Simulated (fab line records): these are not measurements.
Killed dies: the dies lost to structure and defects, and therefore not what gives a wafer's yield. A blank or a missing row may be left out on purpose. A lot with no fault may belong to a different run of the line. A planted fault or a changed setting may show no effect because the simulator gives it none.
A sampling plan put to the test ; flow sky130 ; each of the 9 faults these records tell of, on one fab line, judged from the records of the lots it struck
The plan consists of the line's own looks: route steps at which the wafer is read by a gauge or an inspection but not changed. A look is open to judgement when struck wafers have a number at it and the file gives its usual mean and standard deviation on fault-free wafers. Caught: at a look after the fault's first step, the mean of the struck wafers lies 4 or more of those standard deviations (sigma) from the usual mean. On the tool: here the same test is run on the tool's own readings at the fault's steps. Also counted as caught: the struck wafers showing another recipe, or a record that is empty for them alone.

## THE FAULTS, as the simulator had put them in
1. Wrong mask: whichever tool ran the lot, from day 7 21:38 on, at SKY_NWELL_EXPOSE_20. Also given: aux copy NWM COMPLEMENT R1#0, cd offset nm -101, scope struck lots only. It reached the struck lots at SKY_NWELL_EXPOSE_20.
2. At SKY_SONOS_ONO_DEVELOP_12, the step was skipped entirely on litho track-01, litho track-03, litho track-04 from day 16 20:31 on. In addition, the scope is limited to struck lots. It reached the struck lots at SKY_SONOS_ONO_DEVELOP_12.
3. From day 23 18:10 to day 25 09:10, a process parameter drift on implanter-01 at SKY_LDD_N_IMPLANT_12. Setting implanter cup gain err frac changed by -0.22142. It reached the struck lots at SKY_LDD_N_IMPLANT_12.
4. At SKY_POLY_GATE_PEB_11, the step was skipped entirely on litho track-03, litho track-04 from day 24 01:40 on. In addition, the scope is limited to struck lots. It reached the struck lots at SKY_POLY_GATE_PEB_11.
5. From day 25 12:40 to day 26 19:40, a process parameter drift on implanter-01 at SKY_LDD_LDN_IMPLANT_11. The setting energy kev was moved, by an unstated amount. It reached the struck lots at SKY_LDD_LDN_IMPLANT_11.
6. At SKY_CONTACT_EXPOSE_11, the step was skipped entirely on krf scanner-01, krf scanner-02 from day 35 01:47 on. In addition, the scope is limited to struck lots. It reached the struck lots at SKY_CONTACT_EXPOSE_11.
7. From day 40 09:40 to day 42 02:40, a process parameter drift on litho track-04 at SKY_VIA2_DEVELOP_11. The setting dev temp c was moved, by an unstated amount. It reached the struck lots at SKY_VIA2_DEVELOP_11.
8. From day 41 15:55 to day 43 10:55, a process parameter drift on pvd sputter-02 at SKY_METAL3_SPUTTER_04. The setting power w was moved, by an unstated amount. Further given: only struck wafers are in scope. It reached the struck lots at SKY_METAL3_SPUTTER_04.
9. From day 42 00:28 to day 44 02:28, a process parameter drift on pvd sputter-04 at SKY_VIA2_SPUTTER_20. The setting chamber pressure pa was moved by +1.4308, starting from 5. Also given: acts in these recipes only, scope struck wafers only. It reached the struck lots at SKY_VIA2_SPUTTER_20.

## WHAT THE PLAN SAW
fault;on the tool itself;first look that catches it;reading, sigma;median hours from its first step to that look;hours from the fault's start to the first struck lot there;judged looks passed uncaught
1;no reading that can be judged;not the one look that can be judged after it;-;-;-;1
2;the tool's record is blank for the struck wafers;no look after it can be judged;-;-;-;0
3;beam on s +13 sigma;not the one look that can be judged after it;-;-;-;1
4;no reading that can be judged;no look after it can be judged;-;-;-;0
5;beam energy keV +99 or beyond sigma;not the one look that can be judged after it;-;-;-;1
6;no reading that can be judged;no look after it can be judged;-;-;-;0
7;developer temp C -5.9 sigma;no look after it can be judged;-;-;-;0
8;cathode dc power W -99 or beyond sigma;not the one look that can be judged after it;-;-;-;1
9;chamber pressure pa +99 or beyond sigma;not the one look that can be judged after it;-;-;-;1
A dash: the fault is not caught, or the number is missing from these records.

Caught at a look: 0 of 9. Caught on the tool: 6 of 9. By one or the other: 6 of 9.
On the tool alone, faults 2, 3, 5, 7, 8, 9 were caught.
Caught by neither: faults 1, 4, 6.
